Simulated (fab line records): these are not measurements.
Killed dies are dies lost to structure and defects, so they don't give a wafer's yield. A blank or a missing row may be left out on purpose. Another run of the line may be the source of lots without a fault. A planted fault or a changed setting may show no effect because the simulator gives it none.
Comparing a struck lot with a sound one :: flow sky130 :: 17 out of 708 route steps
Sound: wafers L836.2, L836.3, L836.4. The struck wafers were L850.1, L850.4, L850.5. The cause is named last.
For every step that has rows: the tool of each side, followed by ch and its chambers, followed by its first start. Under that, the readings that differ: sound wafers :: struck wafers :: difference of the means :: sigmas: that difference in standard deviations of wafers without a fault.
alike: words and numbers the same on both sides, and readings whose means are apart by under 2 such deviations; not compared: readings that were withheld, readings missing a value for some wafer, numbers with overlapping values and no deviation given by the record, and bounds like >300 which may hide the same value.
A row with sigmas, a row that says differs or no value, or rows on one side alone: a step with any of these is where the two part. When numbers do not overlap yet have no deviation, they are printed without sigmas and do not part them. Lack of a reading on every wafer of one side parts them only where that side has two or more wafers.

SKY_LDD_P_OVL_MEAS_08:
  sound on overlay-01, day 18 13:48; struck on overlay-01, day 24 06:24
  alike: LDD_P_OVL
next, for these wafers, 1 step has no rows: SKY_LDD_P_IMPLANT_09.
SKY_LDD_P_STRIP_10: strips in O2/N2.
  sound on plasma asher-04 ch 0,1, day 18 13:59; struck on plasma asher-01 ch 0,1, day 24 06:35
reading: strip time to endpoint s (s)
sound: 14.16 14.12 14.12
struck: 14.20 14.23 14.24
difference: +0.09
sigmas: +2
  alike: drypump motor current A, oes product au
  not compared: rf hours counter h
SKY_LDD_P_TW_MEAS_11:
  sound on film metro-04, day 18 14:05; struck on film metro-03, day 24 06:41
reading: LDD_P_TW
sound: 637.8 634.8 634.9
struck: 645.2 643.6 645.1
difference: +8.8
sigmas: +3
then, 7 steps without rows for these wafers: SKY_LDD_HVN_DEHYDRATE_00 (time 60 s); SKY_LDD_HVN_HMDS_01 (prime time 60 s); SKY_LDD_HVN_COAT_02 (resist thk 300 nm); SKY_LDD_HVN_SOFTBAKE_03 (time 60 s); SKY_LDD_HVN_EXPOSE_04 (exposes mask HVNTM, target cd 700 nm); SKY_LDD_HVN_PEB_05; SKY_LDD_HVN_DEVELOP_06 (develop time 60 s).
SKY_LDD_HVN_OVL_MEAS_07:
  sound on overlay-01, day 19 20:56; struck on overlay-02, day 25 12:31
  alike: LDD_HVN_OVL
SKY_LDD_HVN_IMPLANT_08:
  sound on implanter-03 ch 0, day 19 20:59; struck on implanter-01 ch 0, day 25 12:34
reading: dose ions cm2
sound: 3e+13 2.996e+13 3.001e+13
struck: 3.218e+13 3.212e+13 3.216e+13
difference: +2.163e+12
sigmas: +70

reading: faraday current uA
sound: 166 171 171
struck: 175 179 181
difference: +9
sigmas: +3
SKY_LDD_HVN_STRIP_09: strips in O2/N2.
  sound on plasma asher-04 ch 0,1, day 19 21:07; struck on plasma asher-03 ch 1, day 25 12:43
  alike: drypump motor current A, oes product au, strip time to endpoint s
  not compared: rf hours counter h
SKY_LDD_HVN_TW_MEAS_10:
  sound on film metro-01, day 19 21:13; struck on film metro-01, day 25 12:49
reading: LDD_HVN_TW
sound: 1452 1445 1448
struck: 1475 1473 1479
difference: +27
sigmas: +4
then, 1 step without rows for these wafers: SKY_LDD_HVP_DEHYDRATE_00 (time 60 s).
-- the record jumps here: 24 days lie between the struck wafers' starts before and after (it left off in module LDD_HVP and takes up again in module PAD_OPEN, whose first step shown is number 708 of the route) --
SKY_PAD_OPEN_PROBE_99:
  sound on prober-02, day 45 17:26; struck on prober-01, day 49 04:57
reading: killed at front end
sound: 10 8 7
struck: 20 24 15
difference: +11
sigmas: +2
  alike: killed_at_M0_to_M3, killed_at_M4_up, killed at contacts, killed at other, killed dies, killed open, killed short
  not compared: model.etest.tip_n_5v.rs ohm sq

WHERE THEY PART
Earliest at SKY_LDD_P_STRIP_10; latest, in this record, at SKY_PAD_OPEN_PROBE_99.

WHY: whatever the simulator had introduced
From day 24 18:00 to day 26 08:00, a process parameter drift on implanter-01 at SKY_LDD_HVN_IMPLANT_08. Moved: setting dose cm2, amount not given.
